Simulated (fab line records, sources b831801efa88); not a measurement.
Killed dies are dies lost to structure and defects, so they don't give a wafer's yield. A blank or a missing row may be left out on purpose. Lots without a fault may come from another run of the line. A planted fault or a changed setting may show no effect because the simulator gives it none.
Split-lot experiment | flow sky130 | 5 lots, 24 wafers read, on a route of 708 steps

THE SPLIT
At SKY_SONOS_ONO_DEVELOP_12 (develop time 60 s), the setting develop_time_s was moved away from the recipe's 60 s on 6 of the 24 wafers read, by +25.9% to +29.3%. The other wafers ran this setting at the recipe's value.

The file shows no step between the split and the reading.

THE READING
SONOS_ONO.cd_nm (the simulator's own value, which no gauge read), in nm, at SKY_SONOS_ONO_ETCH_15 (etches the open film in CHF3/O2, target depth 19.52 nm, time 7.8 s). The file gives no usual value for it. The 18 wafers here that ran the recipe average 410.7 nm, standard deviation 2 nm.

wafer  | tool, chamber at the split | develop_time_s as run, s | against the recipe | SONOS_ONO.cd_nm, nm | against lot-mates on the recipe
L079.1 | litho_track-04, 0          | 60                       | recipe             | 411.9               | -
L079.4 | litho_track-04, 0          | 60                       | recipe             | 411.9               | -
L079.2 | litho_track-04, 0          | 60                       | recipe             | 411.7               | -
L079.3 | litho_track-04, 0          | 60                       | recipe             | 409.3               | -
L079.5 | litho_track-04, 0          | 60                       | recipe             | 412.2               | -
L079.6 | litho_track-04, 0          | 60                       | recipe             | 410.8               | -
L078.4 | litho_track-01, 0          | 60                       | recipe             | 413.5               | -
L078.5 | litho_track-01, 0          | 60                       | recipe             | 415.1               | -
L078.6 | litho_track-01, 0          | 60                       | recipe             | 413.9               | -
L081.1 | litho_track-01, 0          | 60                       | recipe             | 409.9               | -
L081.2 | litho_track-01, 0          | 60                       | recipe             | 411.3               | -
L081.4 | litho_track-01, 0          | 60                       | recipe             | 409.5               | -
L083.1 | litho_track-01, 0          | 60                       | recipe             | 409                 | -
L083.2 | litho_track-01, 0          | 77.58                    | +29.3%             | 383.3               | -25.4
L083.3 | litho_track-01, 0          | 77.58                    | +29.3%             | 384.7               | -24.0
L083.4 | litho_track-01, 0          | 60                       | recipe             | 408.3               | -
L083.5 | litho_track-01, 0          | 77.58                    | +29.3%             | 385.7               | -23.0
L083.6 | litho_track-01, 0          | 60                       | recipe             | 408.8               | -
L082.1 | litho_track-02, 0          | 60                       | recipe             | 408.8               | -
L082.2 | litho_track-02, 0          | 75.56                    | +25.9%             | 388.8               | -20.0
L082.3 | litho_track-02, 0          | 60                       | recipe             | 409.5               | -
L082.4 | litho_track-02, 0          | 75.56                    | +25.9%             | 390.1               | -18.7
L082.5 | litho_track-02, 0          | 75.56                    | +25.9%             | 385.9               | -22.9
L082.6 | litho_track-02, 0          | 60                       | recipe             | 408                 | -

THE FIT
A straight line over all 24 wafers: SONOS_ONO.cd_nm changes by -0.882 nm for each +1% of develop_time_s; r = -0.98; the points scatter about the line by 2 nm.
The same after taking each lot's own level away (the mean of its wafers on the recipe; 24 wafers): -0.809 nm for each +1%; r = -0.99; scatter 1 nm.
On that fit, the largest move of develop_time_s shifts the reading by 24 nm.
The lots' own levels span 408.70 to 414.17 nm, that is 2.7 times the standard deviation above.
So the lot-to-lot level changes the slope little: the two slopes agree.
Check: with one of the wafers moved furthest among these (+29.3%) left out of the fit, the line predicts -23.3 nm for it against its lot-mates. It came out at -25.4 nm against them.

OTHER SPLITS ON THESE WAFERS
These wafers also went through other splits before the reading. Each is held against what the fit with the lots' levels taken away leaves over:
other split on the same wafers             | wafers away from the commonest value | r with SONOS_ONO.cd_nm (lot level and that fit taken away)
SKY_FIELD_ISO_OXIDATION_01 ox_time_s       | 15                                   | +0.15
SKY_FIELD_ISO_DEVELOP_12 develop_time_s    | 10                                   | -0.13
SKY_SONOS_TUNNEL_DEVELOP_06 develop_time_s | 8                                    | +0.22

THE FILE'S OWN FIT
SONOS_ONO.cd_nm changes by -0.809 nm for each +1% of develop_time_s, r = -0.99.
